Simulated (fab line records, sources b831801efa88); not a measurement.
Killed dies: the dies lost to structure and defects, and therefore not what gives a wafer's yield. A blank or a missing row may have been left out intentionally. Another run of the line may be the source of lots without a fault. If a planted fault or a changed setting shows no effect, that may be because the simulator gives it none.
Comparing a struck lot with a sound one -- flow sky130 -- 35 out of 708 route steps
Sound: the wafers L242.2, L242.5, L242.6. Struck: wafer L239.6. (L239.2, L239.3 of the same lot were not struck and are left out.) The cause comes at the end.
Order at every step that has rows: each side's tool, ch and its chambers, its first start. Under that, the readings that differ: sound wafers -- struck wafers -- difference of the means -- sigmas: that difference in standard deviations of wafers without a fault.
alike: words and numbers the same on both sides, and readings whose means are apart by under 2 such deviations; not compared: readings that were withheld, readings missing a value for some wafer, numbers with overlapping values and no deviation given by the record, and bounds like >300 which may hide the same value.
Wherever a step has rows on one side only, a row that says differs or no value, or a row with sigmas, the two part there. When numbers do not overlap yet have no deviation, they are printed without sigmas and do not part them. A reading missing from all wafers of one side parts the sides only when that side holds two or more wafers.

first, 10 steps without rows for these wafers: SKY_VIA2_CLEAN_18 (cleans in IPA, time 180 s); SKY_VIA2_CLEAN_19 (cleans in O3/DIW); SKY_VIA2_SPUTTER_20 (material TiN, target thk 20 nm, time 80 s); SKY_VIA2_CVD_21 (deposits W, target thk 420 nm, time 126.4 s); SKY_VIA2_CMP_24 (polishes, stops on SiO2, t overpolish 20 s, target thk 0 nm); SKY_METAL3_SPUTTER_00 (material Ti, target thk 15 nm, time 10 s); SKY_METAL3_SPUTTER_01 (material TiN, target thk 20 nm, time 16.7 s); SKY_METAL3_SPUTTER_02 (material AlCu, target thk 735 nm, time 39.1 s); SKY_METAL3_SPUTTER_03 (material Ti, target thk 5 nm, time 3.3 s); SKY_METAL3_SPUTTER_04 (material TiN, target thk 70 nm, time 58.3 s).
SKY_CAPM_CVD_00: deposits SiO2, target thk 15.5 nm.
  sound on pecvd-01 ch 0,2, day 40 10:15; struck on pecvd-03 ch 2, day 39 13:42
  alike: heater-power-w
then, 23 steps without rows for these wafers: SKY_CAPM_SPUTTER_02 (material TiN, target thk 200 nm, time 166.7 s); SKY_CAPM_DEHYDRATE_05 (time 60 s); SKY_CAPM_HMDS_06 (prime time 60 s); SKY_CAPM_COAT_07 (resist thk 1140 nm); SKY_CAPM_SOFTBAKE_08 (time 60 s); SKY_CAPM_EXPOSE_09 (exposes mask CAPM, target cd 1000 nm); SKY_CAPM_PEB_10; SKY_CAPM_DEVELOP_11 (develop time 60 s); SKY_CAPM_METAL_ETCH_13 (etches TiN in Cl2/BCl3, stops on SiO2, target depth 220 nm, time 62.9 s); SKY_CAPM_STRIP_14 (strips in O2/N2); SKY_CAPM_STRIP_15 (strips in post etch residue remover, time 1232 s); SKY_CAPM_CLEAN_16 (cleans in IPA, time 180 s); SKY_CAPM_CLEAN_17 (cleans in O3/DIW); SKY_METAL3_DEHYDRATE_05 (time 60 s); SKY_METAL3_HMDS_06 (prime time 60 s); SKY_METAL3_COAT_07 (resist thk 60 nm); SKY_METAL3_COAT_08 (resist thk 1140 nm); SKY_METAL3_SOFTBAKE_09 (time 90 s); SKY_METAL3_EXPOSE_10 (exposes mask MM3, target cd 300 nm); SKY_METAL3_PEB_11; SKY_METAL3_DEVELOP_12 (develop time 60 s); SKY_METAL3_DESCUM_15 (chemistry O2, time 8 s); SKY_METAL3_ETCH_16 (etches BARC in N2/H2, stops on SiO2, time 88.2 s, target depth 60 nm).
-- the record jumps here: 9 days lie between the struck wafers' starts before and after (it left off in module METAL3 and takes up again in module PAD_OPEN, whose first step shown is number 708 of the route) --
SKY_PAD_OPEN_PROBE_99:
  sound on prober-02, day 48 23:28; struck on prober-01, day 48 07:50
reading,sound,struck,difference,sigmas
defect-limited-yield (%),81.7 84.3 82.1,73.0,-9.7,-5
killed-at-contacts,27 33 33,21,-10,-2
killed-at-other,0 0 0,50,+50,+66
killed-dies,90 77 88,133,+48,+5
sort_bin_3_pad_short (%),0.8 0.6 0.8,2.8,+2.1,+5
sort_bin_5_function (%),10.6 9.1 10.4,16.9,+6.9,+5
sort-n-pass,402 415 404,359,-48,-5
sort-yield-pct (%),81.7 84.3 82.1,73.0,-9.7,-5
model.etest.tester.sort-n-pass,402 415 404,359,-48,
model.etest.tester.sort-yield-pct (%),81.71 84.35 82.11,72.97,-9.75,
model.etest.tester.sort_bin_5_pct (%),10.57 9.146 10.37,16.87,+6.84,
model.etest.tester.sort_bin_3_pct (%),0.813 0.6098 0.813,2.846,+2.101,
  alike: killed_at_M0_to_M3, killed_at_M4_up, killed-at-front-end, killed-open, killed-short, sort_bin_6_memory

## WHERE THEY PART
SKY_PAD_OPEN_PROBE_99 only, going by this record.

WHY: the cause the simulator had injected
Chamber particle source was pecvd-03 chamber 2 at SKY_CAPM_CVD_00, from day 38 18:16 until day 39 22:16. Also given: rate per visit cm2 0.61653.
